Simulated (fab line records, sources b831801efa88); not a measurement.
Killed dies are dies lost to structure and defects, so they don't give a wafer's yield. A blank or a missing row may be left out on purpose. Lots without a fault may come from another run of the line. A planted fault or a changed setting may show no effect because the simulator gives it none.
Problem report in the 8D (eight disciplines) form, filled by code | flow gf180mcu | the parts of the form that need people (team, actions taken, sign-off) are left out

1. THE PROBLEM
beam_on_s at GF_VT_IMPLANT_IMPLANT_08 reads a mean of 11.05 s on 5 wafers of 2 lots; wafers without a fault read 9.98 s with a standard deviation of 0.19. That is +5.6 standard deviations from the usual mean.
First seen on wafer L653.1, day 7 20:03, on implanter-02. The record holds 41 wafers of 14 lots with a number at this step. Rule for "out", or "out of limits": more than 4 standard deviations from the usual mean. The other wafers with a number count as sound.

2. WHAT IT IS AND WHAT IT IS NOT
question                    | is                            | is not
which readings at this step | beam_on_s, faraday_current_uA | dose_ions_cm2, tilt_deg
which lots                  | L653, L656                    | L645, L647, L648, L649, L650, L654, L661, L664, L665, L666, L667, L668
which wafers of those lots  | all that have a number        | -
read on which tools         | implanter-02                  | implanter-01, implanter-04
when                        | from day 7 20:03              | up to then (15 sound wafers); but 21 sound wafers of L654, L661, L664, L665, L666, L667, L668 came after

3. SUSPECTS, AND WHAT RULES EACH OUT
Counting: a tool at a process step up to the reading stays a suspect if it ran every lot that is out and no sound lot after the first of them.
- implanter-02 at GF_VT_IMPLANT_IMPLANT_08: kept. It ran every lot that is out, first L653 (day 7 20:03), and no sound lot after that; its last sound lot up to then is L650 (day 6 20:17). Its own readings are out on those wafers: beam_on_s, faraday_current_uA.
Left after counting: implanter-02 at GF_VT_IMPLANT_IMPLANT_08.

4. THE CAUSE (what the simulator had put in)
Process parameter drift: implanter-02, from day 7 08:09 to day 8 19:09, at GF_VT_IMPLANT_IMPLANT_08. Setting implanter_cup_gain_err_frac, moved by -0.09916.
Counting left only this tool.

5. THE CHAIN OF EFFECTS, in route order
Each row: a reading whose mean over the struck wafers that have a number lies more than 3 standard deviations from the usual. Only readings for which the record gives a usual standard deviation are gone through. hours: the time from each lot's start at the first step in this table that gives one to its start at this step, as a median over the lots. sigmas: the change in usual standard deviations.
hours | step                     | reading            | usual  | on struck wafers | change | sigmas
0     | GF_VT_IMPLANT_IMPLANT_08 | beam_on_s          | 9.98 s | 11.05            | +1.07  | +5.6
0     | GF_VT_IMPLANT_IMPLANT_08 | faraday_current_uA | 46.9   | 42.3             | -4.6   | -5.2
The process steps in it:
- GF_VT_IMPLANT_IMPLANT_08
Later measuring or inspecting steps at which every struck wafer that the step has a row for has a number for every such reading, and none has moved that far: GF_VT_IMPLANT_TW_MEAS_10, GF_VT_IMPLANT_TW_MEAS_32.

6. WHAT WOULD HAVE CAUGHT IT SOONER
In this record the first reading out of limits was taken at day 7 20:03, 12 hours after the fault began at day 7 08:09.
